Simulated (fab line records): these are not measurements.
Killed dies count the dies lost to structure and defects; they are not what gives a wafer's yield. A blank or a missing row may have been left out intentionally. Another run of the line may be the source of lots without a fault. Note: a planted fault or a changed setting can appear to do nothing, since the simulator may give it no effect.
Chamber matching	flow sfq line	SFQ_TRILAYER_I3_CMP_CMP_082 on cmp-01 has 4 sister chambers
The step polishes SiO2. 16 wafers are shown with their chamber, then 8 later ones without.

## WAFERS PAIRED WITH THEIR CHAMBERS
wafer	chamber	motor current A (A)	head pressure psi (psi)	time to endpoint s (s)
L884.4	2	9.4	3.002	215
L884.3	1	8.9	2.993	219
L884.6	2	9.2	3.003	223
L894.2	0	8.5	2.992	220
L894.3	3	10.3	2.996	207
L894.5	3	10.0	2.998	211
L895.3	3	11.1	3.000	199
L895.4	0	8.8	3.001	215
L895.6	3	10.2	3.000	216
L897.2	1	8.9	2.988	196
L897.5	0	8.7	3.004	204
L897.6	1	9.7	3.006	212
L898.2	2	9.3	3.004	212
L898.3	1	9.1	3.000	200
L898.4	0	8.6	2.996	218
L900.2	3	10.3	2.996	200

SIGNATURES, as means of the wafers listed above
reading	chamber 0	chamber 1	chamber 2	chamber 3	scatter within a chamber
motor current A	8.650	9.150	9.300	10.380	0.317
head pressure psi	2.99825	2.99675	3.00300	2.99800	0.00491
time to endpoint s	214.25	206.75	216.67	206.60	7.99
Rule: for a wafer and a chamber, the distance is found by dividing, reading by reading, the gap between the wafer's reading and the chamber's mean by the reading's scatter, squaring, summing and taking the root. The wafer belongs to the nearest chamber; if the next one is less than 2 further off, it can't be placed. How the scatter is found: for the shown wafers, subtract from each reading the mean of its chamber, square and add these, divide the total by (wafers less chambers), then take the root.

## WAFERS WITH NO CHAMBER GIVEN
wafer	motor current A (A)	head pressure psi (psi)	time to endpoint s (s)
L900.5	9.0	2.999	201
L900.6	10.2	2.996	206
L903.2	9.0	2.992	211
L903.3	10.3	2.992	204
L903.5	9.6	3.003	213
L904.2	9.6	2.997	213
L904.4	10.1	3.002	214
L904.6	9.3	2.998	220

## WHICH CHAMBER EACH WENT THROUGH
wafer	from the rows above	in truth
L900.5	can't be placed: 1 or 0 or 2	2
L900.6	3	3
L903.2	can't be placed: 1 or 0 or 2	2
L903.3	3	3
L903.5	can't be placed: 2 or 1 or 3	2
L904.2	can't be placed: 2 or 1 or 3 or 0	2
L904.4	can't be placed: 3 or 2 or 1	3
L904.6	can't be placed: 2 or 1 or 0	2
Correct placement for 2 of the 8. Unplaceable from these rows: 6, with the true chamber sitting among the candidates in 6. 0 placed wrongly.
